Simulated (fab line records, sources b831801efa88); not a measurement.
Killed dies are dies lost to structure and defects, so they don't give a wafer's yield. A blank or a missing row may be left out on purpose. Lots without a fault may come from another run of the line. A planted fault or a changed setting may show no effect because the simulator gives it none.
Chamber matching | flow gf180mcu | GF_V5_CMP_04 on cmp-01: 4 sister chambers
The step polishes SiO2. 8 wafers are shown with their chamber, then 12 later ones without.

WAFERS WITH THEIR CHAMBER
wafer  | chamber | motor_current_A (A)
L079.4 | 2       | 11.4
L078.4 | 2       | 11.5
L087.2 | 0       | 11.7
L087.3 | 3       | 9.5
L087.6 | 1       | 10.3
L088.1 | 3       | 9.8
L088.2 | 0       | 12.3
L088.5 | 1       | 9.7

WAFERS WITHOUT THEIR CHAMBER
wafer  | motor_current_A (A)
L090.1 | 11.6
L090.2 | 9.8
L090.3 | 10.0
L093.4 | 11.4
L093.5 | 11.0
L093.6 | 9.7
L094.2 | 11.3
L094.4 | 11.8
L094.6 | 10.8
L097.1 | 11.8
L097.2 | 11.4
L097.6 | 9.5

WHICH CHAMBER EACH WENT THROUGH
wafer  | from the rows above               | in truth
L090.1 | can't be placed: 2 or 0           | 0
L090.2 | can't be placed: 3 or 1           | 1
L090.3 | can't be placed: 1 or 3           | 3
L093.4 | can't be placed: 2 or 0           | 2
L093.5 | can't be placed: 2 or 0 or 1      | 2
L093.6 | can't be placed: 3 or 1           | 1
L094.2 | can't be placed: 2 or 0           | 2
L094.4 | can't be placed: 0 or 2           | 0
L094.6 | can't be placed: 2 or 1 or 3 or 0 | 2
L097.1 | can't be placed: 0 or 2           | 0
L097.2 | can't be placed: 2 or 0           | 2
L097.6 | can't be placed: 3 or 1           | 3
Placed correctly: 0 of 12. Can't be placed from these rows: 12 (the true chamber is among the candidates in 12). Placed wrongly: 0.
How it was worked out, from the rows above alone: a wafer's distance from a chamber is the root of the sum, over the readings, of the square of ((its reading less the chamber's mean) divided by the reading's scatter). The wafer belongs to the nearest chamber; if the next one is less than 2 further off, it can't be placed. A chamber's mean is the mean of its shown wafers. The scatter: the root of (the sum of the squares of (reading less its chamber's mean) over the shown wafers, divided by (wafers less chambers)).
